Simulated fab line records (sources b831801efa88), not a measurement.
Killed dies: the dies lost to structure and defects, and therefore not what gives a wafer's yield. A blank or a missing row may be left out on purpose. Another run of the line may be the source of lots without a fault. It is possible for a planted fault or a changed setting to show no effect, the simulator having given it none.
Which tool was responsible? :: flow sky130 :: Sampling: 12 lots, 36 wafers, 3 of 708 route steps

WHAT THE GAUGES READ, wafer by wafer
SKY_CAP2M_RS_MEAS_03: the measuring method here is four-point-probe. Usual: for CAP2M_TIN_RS the level is 6.87 ohm/sq and the standard deviation is 0.11.
lot: L950
measured: day 39 12:10
on: film-metro-01
CAP2M_TIN_RS (ohm/sq): 6.86 7.00 6.95
flag: 

lot: L954
measured: day 44 02:43
on: film-metro-01
CAP2M_TIN_RS (ohm/sq): 6.73 6.85 6.86
flag: 

lot: L959
measured: day 44 05:01
on: film-metro-01
CAP2M_TIN_RS (ohm/sq): 6.97 6.82 6.98
flag: 

lot: L957
measured: day 44 06:05
on: film-metro-01
CAP2M_TIN_RS (ohm/sq): 6.86 6.74 6.86
flag: 

lot: L958
measured: day 44 06:49
on: film-metro-01
CAP2M_TIN_RS (ohm/sq): 6.78 6.76 6.82
flag: 

lot: L962
measured: day 44 07:39
on: film-metro-02
CAP2M_TIN_RS (ohm/sq): 6.86 6.85 6.87
flag: 

lot: L963
measured: day 44 11:31
on: film-metro-01
CAP2M_TIN_RS (ohm/sq): 6.75 6.90 6.90
flag: 

lot: L967
measured: day 44 12:48
on: film-metro-01
CAP2M_TIN_RS (ohm/sq): 6.89 6.91 6.90
flag: 

lot: L965
measured: day 44 13:07
on: film-metro-02
CAP2M_TIN_RS (ohm/sq): 6.72 6.86 6.70
flag: 

lot: L969
measured: day 44 21:02
on: film-metro-02
CAP2M_TIN_RS (ohm/sq): 7.06 6.84 7.11
flag: 

lot: L971
measured: day 45 00:21
on: film-metro-01
CAP2M_TIN_RS (ohm/sq): 6.83 6.86 6.80
flag: 

lot: L973
measured: day 45 22:16
on: film-metro-01
CAP2M_TIN_RS (ohm/sq): 6.83 7.08 6.83
flag: 

WHICH TOOL RAN EACH LOT (tool, then ch and the chambers of the sampled wafers, then the start)
lot: L950
SKY_VIA3_STRIP_16: plasma-asher-03 ch 0,1, day 39 10:34
SKY_METAL4_SPUTTER_04: pvd-sputter-04, day 39 11:56

lot: L954
SKY_VIA3_STRIP_16: plasma-asher-04 ch 0,1, day 44 01:04
SKY_METAL4_SPUTTER_04: pvd-sputter-01, day 44 02:29

lot: L959
SKY_VIA3_STRIP_16: plasma-asher-04 ch 0,1, day 44 03:25
SKY_METAL4_SPUTTER_04: pvd-sputter-01, day 44 04:47

lot: L957
SKY_VIA3_STRIP_16: plasma-asher-03 ch 0,1, day 44 04:24
SKY_METAL4_SPUTTER_04: pvd-sputter-01, day 44 05:50

lot: L958
SKY_VIA3_STRIP_16: plasma-asher-04 ch 0, day 44 05:13
SKY_METAL4_SPUTTER_04: pvd-sputter-01, day 44 06:34

lot: L962
SKY_VIA3_STRIP_16: plasma-asher-02 ch 0,1, day 44 06:03
SKY_METAL4_SPUTTER_04: pvd-sputter-04, day 44 07:25

lot: L963
SKY_VIA3_STRIP_16: plasma-asher-02 ch 0,1, day 44 09:54
SKY_METAL4_SPUTTER_04: pvd-sputter-01, day 44 11:16

lot: L967
SKY_VIA3_STRIP_16: plasma-asher-02 ch 0,1, day 44 11:10
SKY_METAL4_SPUTTER_04: pvd-sputter-04, day 44 12:34

lot: L965
SKY_VIA3_STRIP_16: plasma-asher-03 ch 0,1, day 44 11:31
SKY_METAL4_SPUTTER_04: pvd-sputter-01, day 44 12:52

lot: L969
SKY_VIA3_STRIP_16: plasma-asher-03 ch 0,1, day 44 19:25
SKY_METAL4_SPUTTER_04: pvd-sputter-01, day 44 20:47

lot: L971
SKY_VIA3_STRIP_16: plasma-asher-03 ch 0,1, day 44 22:43
SKY_METAL4_SPUTTER_04: pvd-sputter-01, day 45 00:07

lot: L973
SKY_VIA3_STRIP_16: plasma-asher-02 ch 0,1, day 45 20:36
SKY_METAL4_SPUTTER_04: pvd-sputter-02, day 45 21:59
- SKY_VIA3_STRIP_16: strips in O2/N2.
- SKY_METAL4_SPUTTER_04: material TiN, target thk 70 nm, time 58.3 s.

WHAT THE TOOLS THEMSELVES READ (means of the sampled wafers that have a number; where no wafer has one, the mark that the record gives instead)
SKY_VIA3_STRIP_16. Usual: drypump-motor-current-A 5.8 A, standard deviation 0.67; oes-product-au 0.402 a.u., standard deviation 0.005; strip-time-to-endpoint-s 4.13 s, standard deviation 0.03.
lot: L950
tool: plasma-asher-03
drypump-motor-current-A (A): 5.2
oes-product-au (a.u.): 0.405
strip-time-to-endpoint-s (s): 4.16
flag: 

lot: L954
tool: plasma-asher-04
drypump-motor-current-A (A): 5.7
oes-product-au (a.u.): 0.409
strip-time-to-endpoint-s (s): 4.14
flag: 

lot: L959
tool: plasma-asher-04
drypump-motor-current-A (A): 6.1
oes-product-au (a.u.): 0.401
strip-time-to-endpoint-s (s): 4.13
flag: 

lot: L957
tool: plasma-asher-03
drypump-motor-current-A (A): 5.2
oes-product-au (a.u.): 0.404
strip-time-to-endpoint-s (s): 4.14
flag: 

lot: L958
tool: plasma-asher-04
drypump-motor-current-A (A): 5.2
oes-product-au (a.u.): 0.405
strip-time-to-endpoint-s (s): 4.15
flag: 

lot: L962
tool: plasma-asher-02
drypump-motor-current-A (A): 6.3
oes-product-au (a.u.): 0.400
strip-time-to-endpoint-s (s): 4.15
flag: 

lot: L963
tool: plasma-asher-02
drypump-motor-current-A (A): 6.3
oes-product-au (a.u.): 0.401
strip-time-to-endpoint-s (s): 4.13
flag: 

lot: L967
tool: plasma-asher-02
drypump-motor-current-A (A): 6.3
oes-product-au (a.u.): 0.403
strip-time-to-endpoint-s (s): 4.13
flag: 

lot: L965
tool: plasma-asher-03
drypump-motor-current-A (A): 5.5
oes-product-au (a.u.): 0.397
strip-time-to-endpoint-s (s): 4.15
flag: 

lot: L969
tool: plasma-asher-03
drypump-motor-current-A (A): 5.5
oes-product-au (a.u.): 0.407
strip-time-to-endpoint-s (s): 4.12
flag: 

lot: L971
tool: plasma-asher-03
drypump-motor-current-A (A): 5.2
oes-product-au (a.u.): 0.402
strip-time-to-endpoint-s (s): 4.16
flag: 

lot: L973
tool: plasma-asher-02
drypump-motor-current-A (A): 6.2
oes-product-au (a.u.): 0.393
strip-time-to-endpoint-s (s): 4.10
flag: 

SKY_METAL4_SPUTTER_04. Usual: 29.6 % for throttle-valve-pct, sd 0.9.
lot: L950
tool: pvd-sputter-04
throttle-valve-pct (%): 29.3
flag: 

lot: L954
tool: pvd-sputter-01
throttle-valve-pct (%): 29.4
flag: 

lot: L959
tool: pvd-sputter-01
throttle-valve-pct (%): 28.5
flag: 

lot: L957
tool: pvd-sputter-01
throttle-valve-pct (%): 29.4
flag: 

lot: L958
tool: pvd-sputter-01
throttle-valve-pct (%): 29.9
flag: 

lot: L962
tool: pvd-sputter-04
throttle-valve-pct (%): 29.5
flag: 

lot: L963
tool: pvd-sputter-01
throttle-valve-pct (%): 29.2
flag: 

lot: L967
tool: pvd-sputter-04
throttle-valve-pct (%): 30.1
flag: 

lot: L965
tool: pvd-sputter-01
throttle-valve-pct (%): 29.3
flag: 

lot: L969
tool: pvd-sputter-01
throttle-valve-pct (%): 30.0
flag: 

lot: L971
tool: pvd-sputter-01
throttle-valve-pct (%): 29.3
flag: 

lot: L973
tool: pvd-sputter-02
throttle-valve-pct (%): 31.0
flag: 

THE ANSWER, worked out from the rows above alone
Rule: take the mean of a lot's wafers that have a number; if it is more than 3 standard deviations from the usual mean, the lot is off. A lot without any number at a reading at which 4 lots or more have one is off too. Any other lot the step has rows for is counted as sound. Order of review: gauges by route order, followed by the tools' own readings, for which a lot's mean as printed above is used. The first step at which some lot is off is used, and at that step the reading that is off furthest; a lot without a number counts as furthest.
No lot is off at any reading shown: from this, nothing can be told.

WHAT THE SIMULATOR HAD INSERTED
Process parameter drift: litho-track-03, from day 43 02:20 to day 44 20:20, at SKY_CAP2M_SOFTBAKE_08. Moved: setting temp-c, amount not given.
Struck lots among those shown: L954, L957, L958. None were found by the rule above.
